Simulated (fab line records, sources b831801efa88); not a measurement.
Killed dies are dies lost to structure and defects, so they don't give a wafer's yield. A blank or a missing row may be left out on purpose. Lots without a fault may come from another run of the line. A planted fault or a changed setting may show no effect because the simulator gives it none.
Which tool did it? | flow gf180mcu | 13 lots, 39 wafers sampled, at 5 steps of a route of 602

WHAT THE GAUGES READ, wafer by wafer
GF_HV_LDD_CD_MEAS_31: target cd 400 nm. Usual: cd_nm 399.7 nm, standard deviation 2.2.
lot  | measured     | on        | cd_nm (nm)        | flag
L121 | day 11 07:40 | cd_sem-02 | 401.1 400.7 400.3 |
L122 | day 11 10:56 | cd_sem-02 | 399.6 400.8 398.7 |
L124 | day 12 09:05 | cd_sem-02 | 397.8 397.2 394.6 |
L125 | day 12 09:51 | cd_sem-02 | 398.9 398.1 399.0 |
L126 | day 12 16:49 | cd_sem-01 | 400.4 402.0 401.7 |
L130 | day 14 19:59 | cd_sem-01 | 395.5 394.7 395.7 |
L131 | day 14 22:57 | cd_sem-01 | 400.0 398.0 396.8 |
L132 | day 15 16:52 | cd_sem-02 | 400.9 401.6 397.3 |
L135 | day 16 09:41 | cd_sem-01 | 400.8 398.4 397.1 |
L139 | day 17 20:41 | cd_sem-02 | 423.5 423.2 424.8 | OFF
L138 | day 17 22:11 | cd_sem-02 | 424.2 425.9 426.3 | OFF
L143 | day 18 17:50 | cd_sem-01 | 398.8 401.7 400.3 |
L144 | day 19 11:25 | cd_sem-02 | 399.5 400.8 399.2 |

GF_V1_THK_MEAS_25: measures by xrf. Usual: V1_W_THK 358 nm, standard deviation 5.
lot  | measured     | on            | V1_W_THK (nm) | flag
L121 | day 17 18:41 | film_metro-03 | 355 352 350   |
L122 | day 17 23:35 | film_metro-03 | 354 355 356   |
L124 | day 19 01:29 | film_metro-02 | 359 354 357   |
L125 | day 19 04:53 | film_metro-03 | 360 360 361   |
L126 | day 19 12:10 | film_metro-02 | 360 356 360   |
L130 | day 21 21:37 | film_metro-03 | 364 360 366   |
L131 | day 22 01:32 | film_metro-02 | 359 366 360   |
L132 | day 22 20:47 | film_metro-03 | 349 357 364   |
L135 | day 23 16:30 | film_metro-03 | 356 362 360   |
L139 | day 25 00:41 | film_metro-03 | 352 358 353   |
L138 | day 25 03:37 | film_metro-03 | 353 358 351   |
L143 | day 25 21:31 | film_metro-02 | 366 363 361   |
L144 | day 26 12:20 | film_metro-02 | 355 350 354   |

WHICH TOOL RAN EACH LOT (tool, then ch and the chambers of the sampled wafers, then the start)
lot  | GF_HV_LDD_EXPOSE_28                 | GF_CONTACT_SPUTTER_22        | GF_V1_STRIP_18
L121 | iline_stepper-01 ch 0, day 10 23:10 | pvd_sputter-02, day 15 19:35 | plasma_asher-02 ch 0,1, day 17 17:48
L122 | iline_stepper-01 ch 0, day 11 02:11 | pvd_sputter-04, day 15 23:05 | plasma_asher-01 ch 0, day 17 22:41
L124 | iline_stepper-02 ch 0, day 12 00:02 | pvd_sputter-04, day 16 23:27 | plasma_asher-01 ch 0,1, day 19 00:36
L125 | iline_stepper-02 ch 0, day 12 00:36 | pvd_sputter-01, day 17 01:38 | plasma_asher-01 ch 0,1, day 19 04:02
L126 | iline_stepper-01 ch 0, day 12 07:17 | pvd_sputter-04, day 17 08:35 | plasma_asher-03 ch 0,1, day 19 11:18
L130 | iline_stepper-01 ch 0, day 14 10:07 | pvd_sputter-02, day 19 18:32 | plasma_asher-03 ch 0,1, day 21 20:44
L131 | iline_stepper-02 ch 0, day 14 12:41 | pvd_sputter-04, day 19 23:32 | plasma_asher-03 ch 0,1, day 22 00:41
L132 | iline_stepper-01 ch 0, day 15 06:02 | pvd_sputter-04, day 20 18:59 | plasma_asher-03 ch 0,1, day 22 19:56
L135 | iline_stepper-01 ch 0, day 15 23:52 | pvd_sputter-02, day 21 14:56 | plasma_asher-03 ch 0,1, day 23 15:35
L139 | iline_stepper-01 ch 0, day 17 09:14 | pvd_sputter-04, day 23 00:41 | plasma_asher-02 ch 0,1, day 24 23:49
L138 | iline_stepper-01 ch 0, day 17 10:26 | pvd_sputter-04, day 23 03:29 | plasma_asher-01 ch 0,1, day 25 02:44
L143 | iline_stepper-02 ch 0, day 18 06:44 | pvd_sputter-04, day 23 21:47 | plasma_asher-01 ch 0,1, day 25 20:38
L144 | iline_stepper-02 ch 0, day 18 23:25 | pvd_sputter-02, day 24 13:56 | plasma_asher-01 ch 0,1, day 26 11:28
- GF_HV_LDD_EXPOSE_28: exposes mask Nplus HV AREA, target cd 400 nm.
- GF_CONTACT_SPUTTER_22: material Ti, target thk 15 nm, time 80.02 s.
- GF_V1_STRIP_18: strips in O2/N2.

WHAT THE TOOLS THEMSELVES READ (means of the sampled wafers that have a number; where no wafer has one, the mark that the record gives instead)
GF_HV_LDD_EXPOSE_28. Usual: exposure_dose_mJ_cm2 139.99, standard deviation 0.14.
lot  | tool             | exposure_dose_mJ_cm2 | flag
L121 | iline_stepper-01 | 140.19               |
L122 | iline_stepper-01 | 139.87               |
L124 | iline_stepper-02 | 139.98               |
L125 | iline_stepper-02 | 139.89               |
L126 | iline_stepper-01 | 139.92               |
L130 | iline_stepper-01 | 140.12               |
L131 | iline_stepper-02 | 140.05               |
L132 | iline_stepper-01 | 140.04               |
L135 | iline_stepper-01 | 140.06               |
L139 | iline_stepper-01 | 151.30               | OFF
L138 | iline_stepper-01 | 151.32               | OFF
L143 | iline_stepper-02 | 140.08               |
L144 | iline_stepper-02 | 139.68               |

GF_CONTACT_SPUTTER_22. Usual: throttle_valve_pct 29.7 %, standard deviation 1.
lot  | tool           | throttle_valve_pct (%) | flag
L121 | pvd_sputter-02 | 29.6                   |
L122 | pvd_sputter-04 | 28.9                   |
L124 | pvd_sputter-04 | 28.9                   |
L125 | pvd_sputter-01 | 29.8                   |
L126 | pvd_sputter-04 | 29.5                   |
L130 | pvd_sputter-02 | 29.9                   |
L131 | pvd_sputter-04 | 29.1                   |
L132 | pvd_sputter-04 | 28.8                   |
L135 | pvd_sputter-02 | 30.2                   |
L139 | pvd_sputter-04 | 29.6                   |
L138 | pvd_sputter-04 | 29.0                   |
L143 | pvd_sputter-04 | 29.1                   |
L144 | pvd_sputter-02 | 29.8                   |

GF_V1_STRIP_18. Usual: drypump_motor_current_A 5.6 A, standard deviation 0.36; heater_power_w 345 W, standard deviation 22; oes_product_au 0.592 a.u., standard deviation 0.0047.
lot  | tool            | drypump_motor_current_A (A) | heater_power_w (W) | oes_product_au (a.u.) | flag
L121 | plasma_asher-02 | 5.1                         | 334                | 0.589                 |
L122 | plasma_asher-01 | 5.7                         | 377                | 0.592                 |
L124 | plasma_asher-01 | 5.5                         | 371                | 0.591                 |
L125 | plasma_asher-01 | 5.5                         | 363                | 0.586                 |
L126 | plasma_asher-03 | 6.0                         | 345                | 0.594                 |
L130 | plasma_asher-03 | 6.0                         | 339                | 0.592                 |
L131 | plasma_asher-03 | 5.9                         | 340                | 0.597                 |
L132 | plasma_asher-03 | 5.9                         | 335                | 0.595                 |
L135 | plasma_asher-03 | 6.0                         | 342                | 0.590                 |
L139 | plasma_asher-02 | 5.3                         | 333                | 0.597                 |
L138 | plasma_asher-01 | 5.4                         | 348                | 0.594                 |
L143 | plasma_asher-01 | 5.6                         | 370                | 0.594                 |
L144 | plasma_asher-01 | 5.5                         | 366                | 0.597                 |

THE ANSWER, worked out from the rows above alone
Rule: a lot is off if the mean of its wafers that have a number lies more than 3 standard deviations from the usual mean. A lot without any number at a reading at which 4 lots or more have one is off too. The other lots that the step has rows for count as sound. The gauges are gone through in route order, then the tools' own readings, and for those a lot's mean is taken as printed above. The first step at which some lot is off is used, and at that step the reading that is off furthest; a lot without a number counts as furthest.
Off: L139, L138, at GF_HV_LDD_CD_MEAS_31 (cd_nm).
A tool fits if, at a process step before that reading, it ran every lot that is off, and no sound lot after the first of them. The gauges at GF_HV_LDD_CD_MEAS_31 aren't tried: what is off there is off at GF_HV_LDD_EXPOSE_28 too, on other tools, and a gauge's error can't cause that. One fits: iline_stepper-01 at GF_HV_LDD_EXPOSE_28. Its last sound lot is L135 (day 15 23:52), its first lot that is off L139 (day 17 09:14): a fault that began between those two fits.
The tool's own readings at GF_HV_LDD_EXPOSE_28 bear it out: on the lots that are off they differ by more than 5 times the standard deviation of the sound lots' means. exposure_dose_mJ_cm2 reads 151.31 there against 139.99 on the sound lots.

WHAT THE SIMULATOR HAD PUT IN
Process parameter drift: iline_stepper-01, from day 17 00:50 on, at GF_HV_LDD_EXPOSE_28. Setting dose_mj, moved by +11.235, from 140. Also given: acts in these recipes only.
Lots struck among those shown: L139, L138. The rule above found the same.
